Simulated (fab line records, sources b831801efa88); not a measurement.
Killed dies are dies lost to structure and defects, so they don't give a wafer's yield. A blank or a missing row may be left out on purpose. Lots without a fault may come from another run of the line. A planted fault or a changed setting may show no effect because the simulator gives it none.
Which tool did it? | flow sky130 | 13 lots, 39 wafers sampled, at 3 steps of a route of 708

WHAT THE GAUGES READ, wafer by wafer
SKY_NWELL_OVL_MEAS_10.
lot  | measured     | on         | NWELL_00_OVL (nm)
L447 | day 4 20:46  | overlay-01 | 0.1 0.2 1.0
L450 | day 5 06:26  | overlay-01 | 3.5 1.1 1.7
L451 | day 5 12:50  | overlay-01 | -0.7 -1.3 -0.4
L452 | day 5 18:46  | overlay-02 | 1.3 2.2 0.9
L453 | day 5 22:40  | overlay-01 | -1.8 -1.4 -1.7
L454 | day 6 07:13  | overlay-01 | 0.3 -0.8 -1.6
L459 | day 7 11:23  | overlay-01 | 0.0 -1.9 -0.8
L466 | day 9 04:08  | overlay-02 | -1.9 -2.8 -1.8
L469 | day 9 23:41  | overlay-02 | 2.3 1.8 3.7
L470 | day 10 07:16 | overlay-02 | 2.1 2.2 3.3

WHICH TOOL RAN EACH LOT (tool, then ch and the chambers of the sampled wafers, then the start)
lot  | SKY_FIELD_ISO_ETCH_15             | SKY_FIELD_ISO_ETCH_17
L447 | rie_diel-02 ch 1,2,3, day 2 07:35 | rie_si-01 ch 1,2,3, day 2 07:44
L450 | rie_diel-04 ch 0,1,2, day 2 20:13 | rie_si-01 ch 0,1,2, day 2 20:20
L451 | rie_diel-01 ch 2,3, day 3 00:41   | rie_si-02 ch 2,3, day 3 00:50
L452 | rie_diel-02 ch 2,3, day 3 08:32   | rie_si-01 ch 1,3, day 3 08:41
L453 | rie_diel-02 ch 1,2,3, day 3 12:17 | rie_si-02 ch 1,2, day 3 12:26
L454 | rie_diel-01 ch 1,2, day 3 19:14   | rie_si-01 ch 0,1,2, day 3 19:23
L459 | rie_diel-04 ch 0,1,3, day 4 18:59 | rie_si-01 ch 0,1,3, day 4 19:08
L460 | rie_diel-01 ch 1,3, day 5 00:56   | rie_si-01 ch 0,2,3, day 5 01:05
L461 | rie_diel-02 ch 1,2,3, day 5 05:56 | rie_si-01 ch 0,1,2, day 5 06:05
L462 | rie_diel-02 ch 1,2,3, day 5 10:26 | rie_si-01 ch 0,3, day 5 10:35
L466 | rie_diel-04 ch 0,1,3, day 6 08:59 | rie_si-02 ch 0,1,3, day 6 09:08
L469 | rie_diel-02 ch 0,1,3, day 6 22:05 | rie_si-01 ch 0,2,3, day 6 22:14
L470 | rie_diel-02 ch 1,2, day 7 05:44   | rie_si-02 ch 1,3, day 7 05:53
- SKY_FIELD_ISO_ETCH_15: etches the open film in CHF3/O2, stops on Si, target depth 180 nm, time 72 s.
- SKY_FIELD_ISO_ETCH_17: etches Si in HBr/Cl2/O2, target depth 342 nm, time 97.7 s.

WHAT THE TOOLS THEMSELVES READ (means of the sampled wafers that have a number; where no wafer has one, the mark that the record gives instead)
SKY_FIELD_ISO_ETCH_15.
lot  | tool        | O2_flow_sccm (sccm) | bias_w (W) | drypump_motor_current_A (A) | oes_product_au (a.u.) | throttle_valve_pct (%)
L447 | rie_diel-02 | 4.989               | 200.3      | 6.1                         | 0.945                 | 8.845
L450 | rie_diel-04 | 4.992               | 200.0      | 5.9                         | 0.945                 | 8.844
L451 | rie_diel-01 | 5.000               | 200.5      | 5.4                         | 0.942                 | 8.844
L452 | rie_diel-02 | 5.004               | 199.6      | 6.1                         | 0.947                 | 8.841
L453 | rie_diel-02 | 4.997               | 199.2      | 6.1                         | 0.947                 | 8.848
L454 | rie_diel-01 | 5.003               | 200.2      | 5.1                         | 0.944                 | 8.848
L459 | rie_diel-04 | 5.002               | 200.5      | 5.7                         | 0.946                 | 8.849
L460 | rie_diel-01 | 5.008               | 199.7      | 5.6                         | 0.955                 | 8.844
L461 | rie_diel-02 | 4.999               | 199.8      | 6.0                         | 0.942                 | 8.839
L462 | rie_diel-02 | 5.002               | 200.0      | 6.1                         | 0.945                 | 8.842
L466 | rie_diel-04 | 5.003               | 200.6      | 5.7                         | 0.952                 | 8.846
L469 | rie_diel-02 | 5.005               | 200.4      | 5.6                         | 0.942                 | 8.843
L470 | rie_diel-02 | 5.004               | 200.0      | 6.2                         | 0.941                 | 8.837

SKY_FIELD_ISO_ETCH_17.
lot  | tool      | HBr_flow_sccm (sccm) | O2_flow_sccm (sccm) | drypump_motor_current_A (A) | oes_product_au (a.u.) | throttle_valve_pct (%)
L447 | rie_si-01 | 149.6                | 6.013               | 5.7                         | 1.001                 | 25.649
L450 | rie_si-01 | 150.3                | 5.994               | 5.5                         | 0.988                 | 25.659
L451 | rie_si-02 | 149.1                | 5.990               | 5.2                         | 0.975                 | 25.670
L452 | rie_si-01 | 149.7                | 5.999               | 6.0                         | 1.005                 | 25.657
L453 | rie_si-02 | 150.0                | 5.994               | 5.6                         | 1.002                 | 25.656
L454 | rie_si-01 | 150.0                | 6.003               | 5.5                         | 1.003                 | 25.658
L459 | rie_si-01 | 149.9                | 6.015               | 5.9                         | 1.009                 | 25.654
L460 | rie_si-01 | -                    | -                   | -                           | -                     | -
L461 | rie_si-01 | -                    | -                   | -                           | -                     | -
L462 | rie_si-01 | -                    | -                   | -                           | -                     | -
L466 | rie_si-02 | 150.4                | 5.992               | 5.2                         | 0.996                 | 25.664
L469 | rie_si-01 | 149.9                | 5.997               | 5.6                         | 1.000                 | 25.652
L470 | rie_si-02 | 150.0                | 5.981               | 5.6                         | 0.998                 | 25.646

THE ANSWER, worked out from the rows above alone
Rule: what is usual is taken from the lots themselves. Put in order of their means at a reading, lots are off if they are a third of the lots or fewer, leave a main group of 4 or more, and stand apart from it by a gap of 3 or more times the standard deviation of the main group's means; of several such gaps the widest counts. A main group whose means are all the same, to the digits that the tables above print for the reading, isn't used. A lot without any number at a reading at which 4 lots or more have one is off too. The other lots that the step has rows for count as sound. The gauges are gone through in route order, then the tools' own readings, and for those a lot's mean is taken as printed above. The first step at which some lot is off is used, and at that step the reading that is off furthest; a lot without a number counts as furthest.
Off: L460, L461, L462, at SKY_FIELD_ISO_ETCH_17 (HBr_flow_sccm). Without a number there: L460, L461, L462. The main group: mean 149.9 sccm, standard deviation 0.35.
A tool fits if, at that step or a process step before it, it ran every lot that is off, and no sound lot after the first of them. None of those tried fits.

WHAT THE SIMULATOR HAD PUT IN
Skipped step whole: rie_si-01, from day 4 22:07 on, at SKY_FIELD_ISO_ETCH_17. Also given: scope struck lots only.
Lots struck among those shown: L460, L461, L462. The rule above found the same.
